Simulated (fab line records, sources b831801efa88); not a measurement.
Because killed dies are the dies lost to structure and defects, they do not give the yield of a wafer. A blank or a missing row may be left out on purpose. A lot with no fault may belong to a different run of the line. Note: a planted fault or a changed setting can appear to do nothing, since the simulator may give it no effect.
Which tool did it? || flow sfqLine || 7 lots, 21 wafers sampled, at 2 steps of a route of 325

== WHAT THE GAUGES READ, wafer by wafer ==
SFQ_L0_RS_MEAS_901: the measuring method here is four-point-probe.
{"lot": "L430", "measured": "day 1 17:34", "on": "filmMetro-01", "L0_MONX_KI_RS (ohm/sq)": "44.1 44.2 44.1"}
{"lot": "L433", "measured": "day 2 08:37", "on": "filmMetro-02", "L0_MONX_KI_RS (ohm/sq)": "43.0 43.0 43.2"}
{"lot": "L436", "measured": "day 2 23:34", "on": "filmMetro-04", "L0_MONX_KI_RS (ohm/sq)": "43.9 44.2 44.2"}
{"lot": "L440", "measured": "day 3 19:36", "on": "filmMetro-01", "L0_MONX_KI_RS (ohm/sq)": "43.6 43.8 43.9"}
{"lot": "L443", "measured": "day 4 10:34", "on": "filmMetro-04", "L0_MONX_KI_RS (ohm/sq)": "43.7 43.5 43.7"}
{"lot": "L449", "measured": "day 5 16:35", "on": "filmMetro-04", "L0_MONX_KI_RS (ohm/sq)": "24.2 42.4 42.5"}
{"lot": "L452", "measured": "day 6 07:34", "on": "filmMetro-02", "L0_MONX_KI_RS (ohm/sq)": "43.1 43.4 43.3"}

== EACH LOT AND THE TOOL THAT RAN IT (in order: tool; ch and the chambers of the sampled wafers; start) ==
{"lot": "L430", "SFQ_TRILAYER_L0_DEP_SPUTTER_003": "pvdSputter-03, day 1 17:29"}
{"lot": "L433", "SFQ_TRILAYER_L0_DEP_SPUTTER_003": "pvdSputter-05, day 2 08:29"}
{"lot": "L436", "SFQ_TRILAYER_L0_DEP_SPUTTER_003": "pvdSputter-03, day 2 23:29"}
{"lot": "L440", "SFQ_TRILAYER_L0_DEP_SPUTTER_003": "pvdSputter-05, day 3 19:29"}
{"lot": "L443", "SFQ_TRILAYER_L0_DEP_SPUTTER_003": "pvdSputter-03, day 4 10:29"}
{"lot": "L449", "SFQ_TRILAYER_L0_DEP_SPUTTER_003": "pvdSputter-03, day 5 16:29"}
{"lot": "L452", "SFQ_TRILAYER_L0_DEP_SPUTTER_003": "pvdSputter-06, day 6 07:29"}
- SFQ_TRILAYER_L0_DEP_SPUTTER_003: material MoNx KI, target thk 40 nm, time 100 s.

== THE ANSWER, worked out from the rows above alone ==
Rule: the usual values come from the lots themselves. The widest of any qualifying gaps counts: lots, ordered by their means at a reading, are off when they make up no more than a third of the lots, leave a main group of 4 or more, and stand apart from it by 3 or more times the standard deviation of that group's means. If all means in a main group match to the digits the tables above print for the reading, that group is not used. Also off: a lot with no number at a reading for which 4 or more lots have one. All remaining lots with rows at the step are treated as sound.
Off: at SFQ_L0_RS_MEAS_901 (L0_MONX_KI_RS), L449. The main group has a mean of 43.7 ohm/sq with a standard deviation of 0.4.
A tool fits if, at a process step before that reading, it ran every lot that is off, and no sound lot after the first of them. Gauges at SFQ_L0_RS_MEAS_901: tried the same way as those tools. 2 tools fit, pvdSputter-03 at SFQ_TRILAYER_L0_DEP_SPUTTER_003 and filmMetro-04 at SFQ_L0_RS_MEAS_901, so this cannot tell which one it is.

== WHAT THE SIMULATOR PUT IN ==
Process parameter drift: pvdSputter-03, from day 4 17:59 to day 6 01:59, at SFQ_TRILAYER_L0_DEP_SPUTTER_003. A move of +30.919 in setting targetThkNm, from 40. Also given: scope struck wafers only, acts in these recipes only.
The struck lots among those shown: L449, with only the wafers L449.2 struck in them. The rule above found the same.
